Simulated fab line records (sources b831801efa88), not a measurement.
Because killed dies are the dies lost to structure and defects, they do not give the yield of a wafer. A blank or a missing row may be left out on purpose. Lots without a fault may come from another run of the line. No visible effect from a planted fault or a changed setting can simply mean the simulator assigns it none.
fab line records	flow sky130
[record] lots = 6	wafers = 18	lastDay = 51
route steps=708 shown PWDE@52 NWELL@56 PAD_OPEN@708
lots untouched by any fault: they come from a run of this same line in which no faults occurred
startH: start of the lot's first displayed wafer, in hours after the record's first day	waitH: how many hours have passed since the lot's step before this one	" the same as in the row above	L1.1+2: a single row standing in for several wafers	- value missing, or start not given	* or withheld: withheld	< > ~ a bound
route shown NAME@n: a module of which the file shows steps, and the number in the route of the first	usual: average and standard deviation across the fault-free wafers	same: alike in all rows	chamber/n: place in a boat	sites: the reading at each site	_std_site: how widely they spread, as a standard deviation	_edge_site: the outer-site mean with the inner-site mean subtracted	radiusMm: how far each site lies from the wafer's centre	mask NAME#n: copy n	behind: the most recent tool/chamber to have shaped the wafer	hold: the reason the lot was held/the length of the hold in hours/how it ended	device: whichever transistor did not switch (one of n, p or np)	end of line: at the end of the route, the tests of the same wafers	for a step that has no rows: nothing shown but its recipe	killed: count of dies lost to structure and defects at first sort (not the wafer's yield)	map: the dies of a wafer, with x for killed, . for not killed, _ for no die there
set.NAME: the setting that was run; set.NAME@STEP: the one run at that earlier step	model.NAME: the simulator's own value behind a step, which no gauge read
lots seen at some steps along the route; tables by step, rows by wafer
services: when a tool's chamber went out of use (startH, in hours from the record's first day, below 0 if earlier), for how many hours, and the reason
[[steps]]
[step SKY_PWDE_OVL_MEAS_07]
[usual] PWDE_OVL = 0.8/1.3
lot.wafer	tool	chamber	startH	waitH	PWDE_OVL[nm]
L816.2	overlay-01	-	77.89	-	0.3
L816.3	"	-	"	"	-0.9
L816.6	"	-	"	"	-0.5
L821.1	overlay-02	-	105.30	-	1.5
L821.5	"	-	"	"	0.6
L821.6	"	-	"	"	1.2
L825.1	overlay-02	-	130.00	-	3.4
L825.5	"	-	"	"	2.2
L825.6	"	-	"	"	2.3
L836.1	overlay-02	-	185.75	-	-0.8
L836.2	"	-	"	"	-1.2
L836.3	"	-	"	"	0.8
L837.3	overlay-02	-	192.76	-	1.5
L837.4	"	-	"	"	1.2
L837.6	"	-	"	"	3.0
L838.1	overlay-01	-	195.95	-	-0.8
L838.4	"	-	"	"	-2.5
L838.6	"	-	"	"	-1.8
[step SKY_PWDE_IMPLANT_08]
[recipe] species = B	energyKev = 150	doseCm2 = 3.6e+12	tiltDeg = withheld
[step SKY_PWDE_STRIP_09]
[recipe] chemistry = O2/N2	powerW = 1400	pressureMtorr = 1500	platenTempC = withheld	o2FlowSccm = 3000	n2FlowSccm = 300	overashFraction = 0.5
[usual] drypumpMotorCurrentA = 5.8/0.48	o2FlowSccm = 3002/9.3	oesProductAu = 0.723/0.0043	stripTimeToEndpointS = 37.00/0.11
[same] overashFraction = 0.5
lot.wafer	tool	chamber	startH	waitH	drypumpMotorCurrentA	o2FlowSccm	oesProductAu	rfHoursCounterH	stripTimeToEndpointS
L816.2	plasmaAsher-01	1	78.07	0.1	6.2	3007	0.724	34	37.01
L816.3	"	0	"	"	5.4	3005	0.724	-	37.00
L816.6	"	0	"	"	5.4	2994	0.716	-	36.91
L821.1	plasmaAsher-01	1	105.48	0.1	6.2	2994	0.725	36	37.09
L821.5	"	0	"	"	5.4	3019	0.718	-	37.13
L821.6	"	1	"	"	6.2	3011	0.732	-	37.13
L825.1	plasmaAsher-01	1	130.18	0.1	6.2	2996	0.723	39	36.84
L825.5	"	1	"	"	6.2	3010	0.720	-	36.95
L825.6	"	0	"	"	5.4	2990	0.728	-	36.96
L836.1	plasmaAsher-01	1	185.94	0.1	6.2	3001	0.727	45	37.03
L836.2	"	0	"	"	5.4	3004	0.714	45	37.13
L836.3	"	1	"	"	6.2	2995	0.732	-	37.13
L837.3	plasmaAsher-02	0	192.97	0.1	6.2	3001	0.729	-	37.00
L837.4	"	1	"	"	4.7	2996	0.721	-	37.14
L837.6	"	0	"	"	6.2	2994	0.722	-	37.18
L838.1	plasmaAsher-01	0	196.14	0.1	5.4	2994	0.724	46	37.12
L838.4	"	0	"	"	5.4	2992	0.717	-	37.08
L838.6	"	1	"	"	6.2	2994	0.718	-	36.95
[step SKY_PWDE_TW_MEAS_10]
[usual] PWDE_TW = 375/4.9
lot.wafer	tool	chamber	startH	waitH	PWDE_TW
L816.2	filmMetro-01	-	78.18	0.1	374
L816.3	"	-	"	"	374
L816.6	"	-	"	"	374
L821.1	filmMetro-04	-	105.58	0.1	381
L821.5	"	-	"	"	378
L821.6	"	-	"	"	382
L825.1	filmMetro-03	-	130.28	0.1	370
L825.5	"	-	"	"	369
L825.6	"	-	"	"	367
L836.1	filmMetro-01	-	186.04	0.1	376
L836.2	"	-	"	"	376
L836.3	"	-	"	"	378
L837.3	filmMetro-03	-	193.05	0.1	370
L837.4	"	-	"	"	370
L837.6	"	-	"	"	370
L838.1	filmMetro-04	-	196.24	0.1	382
L838.4	"	-	"	"	381
L838.6	"	-	"	"	383
[step SKY_NWELL_DEHYDRATE_03]
[recipe] tempC = 200	timeS = 60
[step SKY_NWELL_HMDS_04]
[recipe] primeTimeS = 60	primeTempC = 120
[step SKY_NWELL_COAT_05]
[recipe] spinRpm = 2000	resistThkNm = 3000
[step SKY_NWELL_SOFTBAKE_06]
[recipe] tempC = 110	timeS = withheld
[step SKY_NWELL_EXPOSE_07]
[recipe] maskId = NWM	na = 0.6	sourceShape = conventional	sigmaOuter = 0.6	polarization = unpolarized	targetCdNm = 840	doseMj = 255
[step SKY_NWELL_PEB_08]
[recipe] tempC = 115	timeS = withheld
[step SKY_NWELL_DEVELOP_09]
[recipe] wallAngleDeg = 90	developer = TMAH	developTimeS = 60	devTempC = 23
[step SKY_NWELL_OVL_MEAS_10]
[usual] NWELL_00_OVL = -0.2/1.5
lot.wafer	tool	chamber	startH	waitH	NWELL_00_OVL[nm]
L816.2	overlay-02	-	95.79	-	0.7
L816.3	"	-	"	"	-0.9
L816.6	"	-	"	"	1.3
L821.1	overlay-02	-	124.05	-	1.8
L821.5	"	-	"	"	1.4
L821.6	"	-	"	"	0.9
L825.1	overlay-02	-	150.06	-	1.8
L825.5	"	-	"	"	2.7
L825.6	"	-	"	"	0.8
L836.1	overlay-01	-	209.20	-	1.5
L836.2	"	-	"	"	0.7
L836.3	"	-	"	"	1.7
L837.3	overlay-01	-	215.61	-	-0.1
L837.4	"	-	"	"	-0.2
L837.6	"	-	"	"	-0.4
L838.1	overlay-01	-	218.45	-	-3.1
L838.4	"	-	"	"	-1.7
L838.6	"	-	"	"	-3.6
[step SKY_NWELL_IMPLANT_11]
[recipe] species = P	energyKev = 400	doseCm2 = 1.9e+13	tiltDeg = withheld
[usual] beamOnS = 10.02/0.23	doseIonsCm2 = 1.9001e+13/2.1e+10	faradayCurrentUA = 107.0/2.4
lot.wafer	tool	chamber	startH	waitH	beamOnS	doseIonsCm2	faradayCurrentUA
L816.2	implanter-02	0	95.84	0.0	10.04	1.9017e+13	106.7
L816.3	"	0	"	"	9.81	1.8962e+13	108.7
L816.6	"	0	"	"	9.89	1.8985e+13	108.3
L821.1	implanter-04	0	124.09	0.0	9.92	1.9021e+13	108.5
L821.5	"	0	"	"	9.66	1.9e+13	110.4
L821.6	"	0	"	"	10.01	1.8985e+13	107.2
L825.1	implanter-02	0	150.10	0.0	9.86	1.9002e+13	108.5
L825.5	"	0	"	"	10.30	1.9006e+13	103.8
L825.6	"	0	"	"	9.60	1.9015e+13	111.9
L836.1	implanter-04	0	209.24	0.0	8.42	1.8975e+13	127.4
L836.2	"	0	"	"	8.18	1.8958e+13	131.5
L836.3	"	0	"	"	8.44	1.9004e+13	127.2
L837.3	implanter-04	0	215.69	0.1	8.47	1.8983e+13	126.8
L837.4	"	0	"	"	8.24	1.9006e+13	129.5
L837.6	"	0	"	"	8.08	1.8986e+13	132.5
L838.1	implanter-01	0	218.49	0.0	9.84	1.8973e+13	108.9
L838.4	"	0	"	"	9.93	1.8987e+13	108.1
L838.6	"	0	"	"	10.39	1.8986e+13	103.0
[step SKY_NWELL_IMPLANT_12]
[recipe] species = P	energyKev = 120	doseCm2 = 1.3e+12	tiltDeg = withheld
[step SKY_NWELL_IMPLANT_13]
[recipe] species = P	energyKev = 50	doseCm2 = 7e+11	tiltDeg = withheld
[step SKY_NWELL_STRIP_14]
[recipe] chemistry = O2/N2	powerW = 1400	pressureMtorr = 1500	platenTempC = withheld	o2FlowSccm = 3000	n2FlowSccm = 300	overashFraction = 0.5
[usual] drypumpMotorCurrentA = 5.9/0.56	o2FlowSccm = 3000/8.7	oesProductAu = 0.723/0.0045	stripTimeToEndpointS = 36.99/0.082
[same] overashFraction = 0.5
lot.wafer	tool	chamber	startH	waitH	drypumpMotorCurrentA	o2FlowSccm	oesProductAu	rfHoursCounterH	stripTimeToEndpointS
L816.2	plasmaAsher-01	0	96.27	0.1	5.4	2991	0.728	35	37.06
L816.3	"	1	"	"	6.2	3012	0.720	-	37.05
L816.6	"	1	"	"	6.2	3008	0.728	-	37.17
L821.1	plasmaAsher-01	1	124.54	0.1	6.2	2991	0.724	38	37.08
L821.5	"	0	"	"	5.4	3016	0.719	-	37.09
L821.6	"	1	"	"	6.2	2987	0.727	-	37.03
L825.1	plasmaAsher-04	1	150.55	0.1	6.5	3001	0.721	28	36.99
L825.5	"	0	"	"	5.9	3011	0.720	-	37.15
L825.6	"	1	"	"	6.5	3006	0.727	-	36.98
L836.1	plasmaAsher-04	1	209.69	0.1	6.5	2993	0.723	33	37.02
L836.2	"	0	"	"	5.9	3006	0.719	33	36.89
L836.3	"	0	"	"	5.9	3011	0.719	-	36.98
L837.3	plasmaAsher-02	1	216.12	0.1	4.7	3003	0.718	-	37.04
L837.4	"	0	"	"	6.2	3016	0.730	-	36.97
L837.6	"	0	"	"	6.2	3006	0.728	-	36.92
L838.1	plasmaAsher-04	1	218.94	0.1	6.5	3000	0.719	34	37.00
L838.4	"	1	"	"	6.5	3001	0.719	-	37.01
L838.6	"	1	"	"	6.5	3014	0.723	-	37.06
[step SKY_NWELL_TW_MEAS_15]
[usual] NWELL_TW = 1832/24
lot.wafer	tool	chamber	startH	waitH	NWELL_TW
L816.2	filmMetro-03	-	96.38	0.1	1797
L816.3	"	-	"	"	1804
L816.6	"	-	"	"	1803
L821.1	filmMetro-04	-	124.64	0.1	1856
L821.5	"	-	"	"	1851
L821.6	"	-	"	"	1852
L825.1	filmMetro-01	-	150.65	0.1	1819
L825.5	"	-	"	"	1820
L825.6	"	-	"	"	1816
L836.1	filmMetro-01	-	209.79	0.1	1712
L836.2	"	-	"	"	1716
L836.3	"	-	"	"	1710
L837.3	filmMetro-01	-	216.21	0.1	1724
L837.4	"	-	"	"	1716
L837.6	"	-	"	"	1719
L838.1	filmMetro-04	-	219.04	0.1	1857
L838.4	"	-	"	"	1877
L838.6	"	-	"	"	1879
[step SKY_NWELL_DEHYDRATE_16]
[recipe] tempC = 200	timeS = 60
[step SKY_NWELL_HMDS_17]
[recipe] primeTimeS = 60	primeTempC = 120
[step SKY_NWELL_COAT_18]
[recipe] spinRpm = 2000	resistThkNm = 3000
[step SKY_NWELL_SOFTBAKE_19]
[recipe] tempC = 110	timeS = withheld
[step SKY_NWELL_EXPOSE_20]
[recipe] maskId = NWM_COMPLEMENT	na = 0.6	sourceShape = conventional	sigmaOuter = 0.6	polarization = unpolarized	targetCdNm = 840	doseMj = 260
[step SKY_NWELL_PEB_21]
[recipe] tempC = 115	timeS = withheld
[step SKY_NWELL_DEVELOP_22]
[recipe] wallAngleDeg = 90	developer = TMAH	developTimeS = 60	devTempC = 23
[step SKY_NWELL_OVL_MEAS_23]
[usual] NWELL_01_OVL = 0.6/1.5
lot.wafer	tool	chamber	startH	waitH	NWELL_01_OVL[nm]
L816.2	overlay-01	-	114.31	-	1.2
L816.3	"	-	"	"	1.3
L816.6	"	-	"	"	2.9
L821.1	overlay-02	-	142.98	-	2.2
L821.5	"	-	"	"	1.9
L821.6	"	-	"	"	1.1
L825.1	overlay-01	-	169.33	-	-0.8
L825.5	"	-	"	"	1.6
L825.6	"	-	"	"	0.6
L836.1	overlay-02	-	233.13	-	2.2
L836.2	"	-	"	"	-1.4
L836.3	"	-	"	"	2.1
L837.3	overlay-01	-	239.29	-	-0.1
L837.4	"	-	"	"	0.6
L837.6	"	-	"	"	1.4
L838.1	overlay-02	-	242.81	-	2.5
L838.4	"	-	"	"	0.3
L838.6	"	-	"	"	1.3
[step SKY_NWELL_IMPLANT_24]
[recipe] species = B	energyKev = 140	doseCm2 = 9.2e+12	tiltDeg = withheld
[step SKY_NWELL_STRIP_25]
[recipe] chemistry = O2/N2	powerW = 1400	pressureMtorr = 1500	platenTempC = withheld	o2FlowSccm = 3000	n2FlowSccm = 300	overashFraction = 0.5
[usual] drypumpMotorCurrentA = 5.8/0.62	o2FlowSccm = 3000/9	oesProductAu = 0.723/0.0041	stripTimeToEndpointS = 36.94/0.1
[same] overashFraction = 0.5
lot.wafer	tool	chamber	startH	waitH	drypumpMotorCurrentA	o2FlowSccm	oesProductAu	rfHoursCounterH	stripTimeToEndpointS
L816.2	plasmaAsher-04	1	114.49	0.1	6.5	3000	0.720	24	36.99
L816.3	"	1	"	"	6.5	3008	0.724	-	37.02
L816.6	"	0	"	"	5.9	2988	0.728	-	37.01
L821.1	plasmaAsher-04	1	143.17	0.1	6.5	3013	0.722	27	37.03
L821.5	"	0	"	"	5.9	3002	0.724	-	37.06
L821.6	"	1	"	"	6.5	2998	0.724	-	37.04
L825.1	plasmaAsher-02	0	169.52	0.1	6.2	3008	0.730	49	36.86
L825.5	"	0	"	"	6.2	3015	0.718	-	36.79
L825.6	"	1	"	"	4.7	2997	0.728	-	36.85
L836.1	plasmaAsher-02	1	233.32	0.1	4.7	3003	0.719	57	37.07
L836.2	"	0	"	"	6.2	3002	0.722	57	37.09
L836.3	"	0	"	"	6.2	3005	0.723	-	37.06
L837.3	plasmaAsher-02	0	239.50	0.1	6.2	2998	0.717	-	36.95
L837.4	"	1	"	"	4.7	3010	0.719	-	36.93
L837.6	"	1	"	"	4.7	3002	0.722	-	36.80
L838.1	plasmaAsher-04	0	243.00	0.1	5.9	3010	0.725	36	36.86
L838.4	"	1	"	"	6.5	3000	0.728	-	36.97
L838.6	"	0	"	"	5.9	3006	0.724	-	36.92
[step SKY_NWELL_TW_MEAS_26]
[usual] NWELL_2_TW = 499/6.1
lot.wafer	tool	chamber	startH	waitH	NWELL_2_TW
L816.2	filmMetro-03	-	114.60	0.1	494
L816.3	"	-	"	"	491
L816.6	"	-	"	"	494
L821.1	filmMetro-04	-	143.27	0.1	505
L821.5	"	-	"	"	505
L821.6	"	-	"	"	504
L825.1	filmMetro-04	-	169.62	0.1	506
L825.5	"	-	"	"	507
L825.6	"	-	"	"	507
L836.1	filmMetro-01	-	233.42	0.1	499
L836.2	"	-	"	"	502
L836.3	"	-	"	"	500
L837.3	filmMetro-04	-	239.59	0.1	507
L837.4	"	-	"	"	507
L837.6	"	-	"	"	508
L838.1	filmMetro-01	-	243.10	0.1	500
L838.4	"	-	"	"	499
L838.6	"	-	"	"	497
[step SKY_NWELL_CLEAN_27]
[recipe] chemistry = SC1/SC2	mix = 1:4:20	tempC = 70	timeS = 150	dry = n2Spin
[step SKY_NWELL_RTA_28]
[recipe] tempC = 1050	timeS = 30	idleTempC = 650	rampUpCPerS = 150	rampDownCPerS = 90	ambient = N2
[usual] lampPowerPct = 25.29/0.057	wafer_temp_C_max = 1054.9/0.96
lot.wafer	tool	chamber	startH	waitH	lampPowerPct	wafer_temp_C_max
L816.2	rtpAnneal-02	0	114.72	0.0	25.40	1053.5
L816.3	"	0	"	"	25.29	1054.8
L816.6	"	0	"	"	25.25	1054.4
L821.1	rtpAnneal-01	0	143.38	0.0	25.36	1053.9
L821.5	"	0	"	"	25.25	1053.7
L821.6	"	0	"	"	25.26	1054.2
L825.1	rtpAnneal-01	0	169.74	0.0	25.24	1054.7
L825.5	"	0	"	"	25.31	1054.7
L825.6	"	0	"	"	25.17	1054.3
L836.1	rtpAnneal-02	0	233.53	0.0	25.34	1054.1
L836.2	"	0	"	"	25.46	1054.4
L836.3	"	0	"	"	25.34	1055.7
L837.3	rtpAnneal-01	0	239.72	0.0	25.35	1054.2
L837.4	"	0	"	"	25.18	1054.3
L837.6	"	0	"	"	25.30	1053.6
L838.1	rtpAnneal-02	0	243.21	0.0	25.37	1054.8
L838.4	"	0	"	"	25.29	1054.3
L838.6	"	0	"	"	25.29	1053.9
[step SKY_NWELL_RS_MEAS_29]
[recipe] thkMeasGauge = four-point-probe
[usual] NWELL_RS = 625.3/1.6
lot.wafer	tool	chamber	startH	waitH	NWELL_RS[ohm/sq]
L816.2	filmMetro-03	-	114.82	0.1	625.2
L816.3	"	-	"	"	626.1
L816.6	"	-	"	"	624.9
L821.1	filmMetro-03	-	143.48	0.1	623.5
L821.5	"	-	"	"	626.0
L821.6	"	-	"	"	625.3
L825.1	filmMetro-03	-	169.84	0.1	624.9
L825.5	"	-	"	"	623.8
L825.6	"	-	"	"	624.5
L836.1	filmMetro-01	-	233.63	0.1	698.4
L836.2	"	-	"	"	695.3
L836.3	"	-	"	"	696.0
L837.3	filmMetro-01	-	239.82	0.1	696.4
L837.4	"	-	"	"	695.5
L837.6	"	-	"	"	693.4
L838.1	filmMetro-01	-	243.31	0.1	623.8
L838.4	"	-	"	"	623.4
L838.6	"	-	"	"	622.5
[step SKY_PAD_OPEN_PROBE_99]
[usual] killed_at_M0_to_M3 = 43/7	killed_at_M4_up = 3.1/1.5	killedAtContacts = 23/4.9	killedAtFrontEnd = 16/3.9	killedAtOther = 0.3/0.52	killedDies = 86/8.2	killedOpen = 47/6.1	killedShort = 38/5.8
[same] grossDies = 492	killedAtBackSide = 0
lot.wafer	tool	chamber	startH	waitH	killed_at_M0_to_M3	killed_at_M4_up	killedAtContacts	killedAtFrontEnd	killedAtOther	killedDies	killedOpen	killedShort	model.etest.nfet_16v.rOnOhmUm	model.etest.resNwell.lineOhmUm	model.etest.resNwell.rsOhmSq	model.etest.tip_p_5v.rsOhmSq	model.etest.resNwell.widthNm	model.etest.pfet_16v.driveUaUm	model.etest.fieldP.vtV	model.etest.pfetG5v0d10v5.offLog10AUm
L816.2	prober-02	-	1120.33	0.1	59	1	25	12	1	98	53	45	1.429e+04	1074	886.4	2841	830.9	255.5	-37.92	-12.32
L816.3	prober-02	-	1120.38	0.2	49	1	25	11	1	87	47	40	1.425e+04	1083	902.3	2855	833.5	255.6	-38.76	-12.19
L816.6	prober-02	-	1120.53	0.2	38	1	32	14	0	85	41	44	1.417e+04	1092	905.7	2857	832.2	253.4	-39.02	-12.45
L821.1	prober-02	-	1144.42	0.1	35	2	19	28	0	84	40	44	1.431e+04	1148	947.1	2860	830.8	243.6	-41.25	-12.8
L821.5	prober-02	-	1144.62	0.2	43	2	17	24	1	87	58	29	1.438e+04	1132	933.6	2844	827.1	243.9	-40.59	-12.5
L821.6	prober-02	-	1144.67	0.2	59	2	20	20	0	101	54	47	1.426e+04	1147	952.7	2868	833.6	241	-41.87	-12.71
L825.1	prober-01	-	1175.08	0.1	32	3	25	10	0	70	43	27	1.398e+04	1160	976.8	2857	840.5	246.1	-42.43	-12.23
L825.5	prober-01	-	1175.28	0.2	40	2	24	12	0	78	46	32	1.409e+04	1143	963.2	2861	835.4	242.7	-42.19	-12.23
L825.6	prober-01	-	1175.33	0.2	31	6	33	16	1	87	50	37	1.397e+04	1151	950.6	2845	842.5	245.7	-41.93	-12.23
L837.3	prober-02	-	1223.25	0.2	34	4	26	19	0	83	40	43	1.498e+04	1306	1076	2839	809.4	259.8	-37.06	-11.86
L837.4	prober-02	-	1223.30	0.2	46	2	25	14	0	87	48	39	1.497e+04	1344	1082	2830	816	257.6	-37.6	-11.91
L837.6	prober-02	-	1223.40	0.2	48	5	19	10	0	82	40	42	1.5e+04	1328	1080	2818	817.2	257.1	-37.02	-12.02
L836.1	prober-01	-	1223.84	0.1	42	5	29	13	0	89	53	36	1.524e+04	1390	1124	2842	812.3	245.7	-39.18	-11.83
L836.2	prober-01	-	1223.89	0.1	39	2	21	18	0	80	48	32	1.502e+04	1387	1119	2824	809.4	247.6	-38.63	-11.93
L836.3	prober-01	-	1223.94	0.2	45	6	25	16	0	92	50	42	1.489e+04	1381	1107	2855	810.8	248.9	-38.29	-11.9
L838.1	prober-02	-	1225.41	0.1	44	2	23	14	0	83	43	40	1.4e+04	1216	1017	2900	841.3	240.5	-44	-13.18
L838.4	prober-02	-	1225.56	0.2	35	2	28	13	2	80	44	36	1.403e+04	1198	1016	2880	843.1	238.7	-44.1	-12.94
L838.6	prober-02	-	1225.66	0.2	43	5	29	10	0	87	49	38	1.393e+04	1211	1018	2888	843.5	241.5	-43.97	-13.06
// killed by level:class
L816.2 VIA1:geometricParticle:open=14 VIA3:geometricParticle:open=8 LI_CONTACT:geometricParticle:open=7 METAL1:geometricParticle:short=7 VIA2:geometricParticle:open=6 CONTACT:geometricParticle:short=6 METAL2:geometricParticle:short=6 FIELD_ISO:geometricParticle:open=5
L816.3 LI_CONTACT:geometricParticle:open=12 VIA1:geometricParticle:open=12 METAL1:geometricParticle:short=9 CONTACT:geometricParticle:open=7 VIA3:geometricParticle:short=5 METAL3:geometricParticle:short=5 FIELD_ISO:geometricParticle:short=4 METAL2:geometricParticle:short=4
L816.6 CONTACT:geometricParticle:open=16 VIA1:geometricParticle:open=8 VIA2:geometricParticle:short=7 LI_CONTACT:geometricParticle:open=7 METAL1:geometricParticle:short=6 CONTACT:geometricParticle:short=5 VIA1:geometricParticle:short=4 VIA2:geometricParticle:open=4
L821.1 FIELD_ISO:geometricParticle:short=9 CONTACT:geometricParticle:open=8 VIA1:geometricParticle:open=6 METAL2:geometricParticle:short=6 VIA2:geometricParticle:open=5 VIA3:geometricParticle:open=5 FIELD_ISO:geometricParticle:open=4 LI_CONTACT:geometricParticle:open=4
L821.5 VIA1:geometricParticle:open=15 CONTACT:geometricParticle:open=10 VIA2:geometricParticle:open=8 LI_CONTACT:geometricParticle:open=7 METAL2:geometricParticle:short=5 FIELD_ISO:geometricParticle:open=4 FIELD_ISO:geometricParticle:short=4 VIA3:geometricParticle:open=4
L821.6 VIA1:geometricParticle:open=14 VIA3:geometricParticle:open=10 METAL2:geometricParticle:short=8 CONTACT:geometricParticle:open=8 FIELD_ISO:geometricParticle:short=7 VIA2:geometricParticle:short=7 METAL1:geometricParticle:short=7 VIA2:geometricParticle:open=6
L825.1 CONTACT:geometricParticle:open=10 LI_CONTACT:geometricParticle:open=7 VIA1:geometricParticle:open=7 CONTACT:geometricParticle:short=5 FIELD_ISO:geometricParticle:short=4 METAL1:geometricParticle:short=4 VIA2:geometricParticle:open=4 METAL2:geometricParticle:short=4
L825.5 LI_CONTACT:geometricParticle:open=10 VIA2:geometricParticle:open=9 VIA1:geometricParticle:open=9 LOCAL_INTERCONNECT:geometricParticle:short=7 VIA3:geometricParticle:short=5 CONTACT:geometricParticle:short=4 VIA3:geometricParticle:open=4 FIELD_ISO:geometricParticle:open=3
L825.6 CONTACT:geometricParticle:open=11 LI_CONTACT:geometricParticle:open=8 VIA2:geometricParticle:open=8 METAL4:geometricParticle:short=6 VIA1:geometricParticle:open=6 VIA3:geometricParticle:open=6 LOCAL_INTERCONNECT:geometricParticle:short=5 CONTACT:geometricParticle:short=5
L837.3 CONTACT:geometricParticle:open=11 METAL1:geometricParticle:short=8 LI_CONTACT:geometricParticle:open=6 LOCAL_INTERCONNECT:geometricParticle:short=6 METAL2:geometricParticle:short=5 POLY_GATE:geometricParticle:open=4 POLY_GATE:geometricParticle:short=4 VIA1:geometricParticle:open=4
L837.4 VIA1:geometricParticle:open=11 CONTACT:geometricParticle:open=9 METAL2:geometricParticle:short=7 LI_CONTACT:geometricParticle:open=6 CONTACT:geometricParticle:short=5 METAL1:geometricParticle:short=5 METAL3:geometricParticle:short=5 FIELD_ISO:geometricParticle:open=4
L837.6 VIA1:geometricParticle:open=14 METAL1:geometricParticle:short=10 LI_CONTACT:geometricParticle:open=7 CONTACT:geometricParticle:short=5 METAL4:geometricParticle:short=5 VIA1:geometricParticle:short=4 CONTACT:geometricParticle:open=4 VIA3:geometricParticle:open=4
L836.1 LI_CONTACT:geometricParticle:open=10 VIA1:geometricParticle:open=10 CONTACT:geometricParticle:open=9 VIA2:geometricParticle:open=8 FIELD_ISO:geometricParticle:short=6 METAL2:geometricParticle:short=6 CONTACT:geometricParticle:short=4 METAL4:geometricParticle:short=4
L836.2 VIA1:geometricParticle:open=11 CONTACT:geometricParticle:open=10 VIA1:geometricParticle:short=7 METAL2:geometricParticle:short=7 FIELD_ISO:geometricParticle:short=5 POLY_GATE:geometricParticle:open=5 LI_CONTACT:geometricParticle:open=5 VIA2:geometricParticle:open=5
L836.3 VIA1:geometricParticle:open=14 LI_CONTACT:geometricParticle:open=9 METAL4:geometricParticle:short=6 FIELD_ISO:geometricParticle:open=5 CONTACT:geometricParticle:short=5 VIA1:geometricParticle:short=5 VIA2:geometricParticle:open=4 CONTACT:geometricParticle:open=4
L838.1 VIA1:geometricParticle:open=15 LI_CONTACT:geometricParticle:open=7 LOCAL_INTERCONNECT:geometricParticle:short=5 CONTACT:geometricParticle:open=5 VIA1:geometricParticle:short=5 VIA2:geometricParticle:open=5 METAL2:geometricParticle:short=5 LI_CONTACT:geometricParticle:short=4
L838.4 CONTACT:geometricParticle:open=11 LI_CONTACT:geometricParticle:open=9 METAL1:geometricParticle:short=6 VIA1:geometricParticle:short=6 VIA1:geometricParticle:open=5 VIA2:geometricParticle:open=5 VIA3:geometricParticle:open=5 FIELD_ISO:geometricParticle:short=3
L838.6 CONTACT:geometricParticle:open=11 VIA1:geometricParticle:open=9 VIA2:geometricParticle:open=7 VIA1:geometricParticle:short=6 LI_CONTACT:geometricParticle:open=6 CONTACT:geometricParticle:short=6 VIA3:geometricParticle:open=5 METAL2:geometricParticle:short=5
[[services]]
tool	chamber	startH	hours	kind
implanter-02	-	118.91	4.5	repair
implanter-04	-	133.41	5.5	repair
plasmaAsher-01	-	136.31	2.0	repair
implanter-02	-	136.86	3.4	repair
rtpAnneal-01	-	145.29	3.4	pm
plasmaAsher-04	-	157.23	10.0	pm
implanter-01	-	160.28	3.6	repair
plasmaAsher-04	-	167.23	3.3	pm
plasmaAsher-02	-	187.87	1.0	repair
plasmaAsher-01	-	200.92	0.8	repair
[[key]]
[firstSign] step = SKY_NWELL_IMPLANT_11	reading = faradayCurrentUA	direction = up	sigmas = 9.2	usual = 107.0	struck = 129.2
[effect] step = SKY_NWELL_IMPLANT_11	reading = beamOnS	direction = down	sigmas = 7.5	usual = 10.02	struck = 8.31
[effect] step = SKY_NWELL_TW_MEAS_15	reading = NWELL_TW	direction = down	sigmas = 4.8	usual = 1832	struck = 1716
[effect] step = SKY_NWELL_RS_MEAS_29	reading = NWELL_RS	direction = up	sigmas = 44	usual = 625.3	struck = 695.8
[modelEffect] step = SKY_PAD_OPEN_PROBE_99	value = etest.nfet_16v.rOnOhmUm	without = 1.417e+04	struck = 1.501e+04
metAt SKY_NWELL_IMPLANT_11
struckWafers L836.1,L836.2,L836.3,L837.3,L837.4,L837.6
testerLeftOut L836,L837
onsetBetween 124.09 209.24
[fault] kind = processParameterDrift	tool = implanter-04	chamber = -	onsetH = 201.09	steps = SKY_NWELL_IMPLANT_11	channel = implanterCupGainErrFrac	offset = 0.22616	shape = step	endH = 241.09
// testerLeftOut: of these lots the tester's yield and bins aren't shown, on N5 and GAA mostly nor the transistor test; their killed dies are dies lost to structure and defects alone, not to doping, threshold or leakage, so they don't give the yield
